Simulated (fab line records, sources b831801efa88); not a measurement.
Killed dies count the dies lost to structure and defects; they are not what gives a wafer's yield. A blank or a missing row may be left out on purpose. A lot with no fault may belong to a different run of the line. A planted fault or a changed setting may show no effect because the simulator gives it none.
Struck lot and sound lot, side by side | flow sky130 | 43 out of 708 route steps
Sound: the wafers L783.1, L783.4, L783.5. Wafers struck: L795.2, L795.4, L795.6. The cause is given at the end.
Per side, at each step with rows, come the tool, then ch with its chambers, and then its first start. Under that, the readings that differ: sound wafers | struck wafers | difference of the means | sigmas: that difference in standard deviations of wafers without a fault.
alike: same words and numbers on both sides, and readings whose means sit less than 2 such deviations apart. not compared: any withheld reading, any reading some wafer has no value for, any bound like >300 that may hide the same value, and any number with overlapping values for which the record gives no deviation.
A row with sigmas, a row that says differs or no value, or rows on one side alone: a step with any of these is where the two part. Non-overlapping numbers with no deviation appear without sigmas and do not part them. A reading missing from all wafers of one side parts the sides only when that side holds two or more wafers.

first, 4 steps without rows for these wafers: SKY_METAL3_SOFTBAKE_09 (time 90 s); SKY_METAL3_EXPOSE_10 (exposes mask MM3, target cd 300 nm); SKY_METAL3_PEB_11; SKY_METAL3_DEVELOP_12 (develop time 60 s).
SKY_METAL3_CD_MEAS_13 targets a cd of 300 nm.
  sound on cd sem-01 at day 39 05:45; struck on cd sem-01 at day 44 03:50
  alike: cd nm
SKY_METAL3_OVL_MEAS_14:
  sound on overlay-01 at day 39 05:52; struck on overlay-02 at day 44 03:56
  alike: METAL3_OVL
SKY_METAL3_DESCUM_15: chemistry O2, time 8 s.
  sound on rie metal-01 ch 0, day 39 05:55; struck on rie metal-03 ch 0,1, day 44 03:58
  alike: drypump motor current A, oes product au
  not compared: rf hours counter h
then, 2 steps without rows for these wafers: SKY_METAL3_ETCH_16 (etches BARC in N2/H2, stops on SiO2, time 88.2 s, target depth 60 nm); SKY_METAL3_ETCH_17 (etches SiO2 in C4F8/O2/Ar, stops on TiN, time 3.9 s, target depth 15 nm).
SKY_METAL3_METAL_ETCH_18: etches the open film in Cl2/BCl3, stops on SiO2, target depth 845 nm, time 183.1 s.
  sound on rie metal-03 ch 0,1, day 39 06:04; struck on rie metal-01 ch 0,1, day 44 04:07
  alike: drypump motor current A, oes product au, throttle valve pct
  not compared: rf hours counter h
then, 2 steps without rows for these wafers: SKY_METAL3_STRIP_19 (strips in O2/N2); SKY_METAL3_STRIP_20 (strips in post etch residue remover, time 1200 s).
SKY_METAL3_CLEAN_21: cleans in IPA, time 180 s.
  sound on wet bench-03 ch 1, day 39 06:41; struck on wet bench-04 ch 1, day 44 04:44
then, 2 steps without rows for these wafers: SKY_METAL3_CLEAN_22 (cleans in O3/DIW); SKY_VIA3_HDPCVD_00 (deposits SiO2, target thk 1635 nm, time 272.5 s).
SKY_VIA3_THK_MEAS_01:
  sound on film metro-02 at day 39 06:59; struck on film metro-04 at day 44 05:05
  alike: VIA3_HDPCVD_THK
then, 1 step without rows for these wafers: SKY_VIA3_CMP_02 (polishes SiO2).
SKY_VIA3_BOW_MEAS_03:
  sound on film metro-02 at day 39 07:21; struck on film metro-03 at day 44 05:27
  reading       | sound    | struck   | difference | sigmas
  VIA3_BOW (um) | 60 69 78 | 91 94 85 | +21        | +3
then, 8 steps without rows for these wafers: SKY_VIA3_DEHYDRATE_04 (time 60 s); SKY_VIA3_HMDS_05 (prime time 60 s); SKY_VIA3_COAT_06 (resist thk 60 nm); SKY_VIA3_COAT_07 (resist thk 450 nm); SKY_VIA3_SOFTBAKE_08 (time 90 s); SKY_VIA3_EXPOSE_09 (exposes mask VIM3, target cd 200 nm); SKY_VIA3_PEB_10; SKY_VIA3_DEVELOP_11 (develop time 60 s).
SKY_VIA3_CD_MEAS_12 targets a cd of 200 nm.
  sound on cd sem-01 at day 40 08:37; struck on cd sem-02 at day 45 03:01
  alike: cd nm
SKY_VIA3_OVL_MEAS_13:
  sound on overlay-02 at day 40 08:44; struck on overlay-01 at day 45 03:08
  alike: VIA3_OVL
SKY_VIA3_ETCH_14: etches BARC in N2/H2, stops on SiO2, time 45.9 s, target depth 60 nm.
  sound on rie diel-04 ch 0,2, day 40 08:47; struck on rie diel-01 ch 0,1, day 45 03:10
  alike: drypump motor current A, h2 flow sccm, oes product au, throttle valve pct
  not compared: rf hours counter h
then, 1 step without rows for these wafers: SKY_VIA3_ETCH_15 (etches SiO2 in C4F8/O2/Ar, stops on TiN, target depth 507 nm, time 78 s).
SKY_VIA3_STRIP_16: strips in O2/N2.
  sound on plasma asher-04 ch 1, day 40 08:53; struck on plasma asher-01 ch 0,1, day 45 03:16
  alike: drypump motor current A, oes product au, strip time to endpoint s
  not compared: rf hours counter h
then, 5 steps without rows for these wafers: SKY_VIA3_STRIP_17 (strips in post etch residue remover, time 1200 s); SKY_VIA3_CLEAN_18 (cleans in IPA, time 180 s); SKY_VIA3_CLEAN_19 (cleans in O3/DIW); SKY_VIA3_SPUTTER_20 (material TiN, target thk 20 nm, time 80 s); SKY_VIA3_CVD_21 (deposits W, target thk 390 nm, time 117.31 s).
SKY_VIA3_RS_MEAS_22: measurement is done with a four-point probe.
  sound on film metro-04 at day 40 09:40; struck on film metro-03 at day 45 04:04
  alike: VIA3_W_RS
SKY_VIA3_THK_MEAS_23: measures by xrf.
  sound on film metro-04 at day 40 09:47; struck on film metro-03 at day 45 04:10
  alike: VIA3_W_THK
then, 3 steps without rows for these wafers: SKY_VIA3_CMP_24 (polishes, stops on SiO2, t overpolish 20 s, target thk 0 nm); SKY_METAL4_SPUTTER_00 (material Ti, target thk 15 nm, time 10 s); SKY_METAL4_SPUTTER_01 (material TiN, target thk 20 nm, time 16.7 s).
SKY_METAL4_SPUTTER_02: material AlCu, target thk 735 nm, time 39.1 s.
  sound on pvd sputter-02 at day 40 10:11; struck on pvd sputter-02 at day 45 04:34
  alike: throttle valve pct
-- the record jumps here: 5 days lie between the struck wafers' starts before and after (it left off in module METAL4 and takes up again in module PAD_OPEN, whose first step shown is number 708 of the route) --
SKY_PAD_OPEN_PROBE_99:
  sound on prober-02 at day 46 10:37; struck on prober-01 at day 50 07:19
  reading                               | sound                | struck            | difference | sigmas
  defect limited yield (%)              | 80.5 80.7 81.1       | 75.6 76.2 72.8    | -5.9       | -3
  killed_at_M0_to_M3                    | 46 47 46             | 78 76 82          | +32        | +5
  killed at front end                   | 27 23 25             | 14 14 11          | -12        | -3
  killed dies                           | 96 95 93             | 120 117 134       | +29        | +3
  sort_bin_3_pad_short (%)              | 0.6 0.4 0.4          | 2.0 2.2 2.4       | +1.7       | +4
  sort_bin_5_function (%)               | 10.6 11.8 11.4       | 15.2 14.6 16.5    | +4.2       | +3
  sort n pass                           | 396 397 399          | 372 375 358       | -29        | -3
  sort yield pct (%)                    | 80.5 80.7 81.1       | 75.6 76.2 72.8    | -5.9       | -3
  model.etest.tester.sort n pass        | 396 397 399          | 372 375 358       | -29        |
  model.etest.tester.sort yield pct (%) | 80.49 80.69 81.1     | 75.61 76.22 72.76 | -5.90      |
  model.etest.tester.sort_bin_5_pct (%) | 10.57 11.79 11.38    | 15.24 14.63 16.46 | +4.20      |
  model.etest.tester.sort_bin_3_pct (%) | 0.6098 0.4065 0.4065 | 2.033 2.236 2.439 | +1.762     |
  alike: killed_at_M4_up, killed at contacts, killed at other, killed open, killed short, sort_bin_6_memory

WHERE THEY PART
Earliest at SKY_VIA3_BOW_MEAS_03; latest, in this record, at SKY_PAD_OPEN_PROBE_99.

WHY: whatever the simulator had introduced
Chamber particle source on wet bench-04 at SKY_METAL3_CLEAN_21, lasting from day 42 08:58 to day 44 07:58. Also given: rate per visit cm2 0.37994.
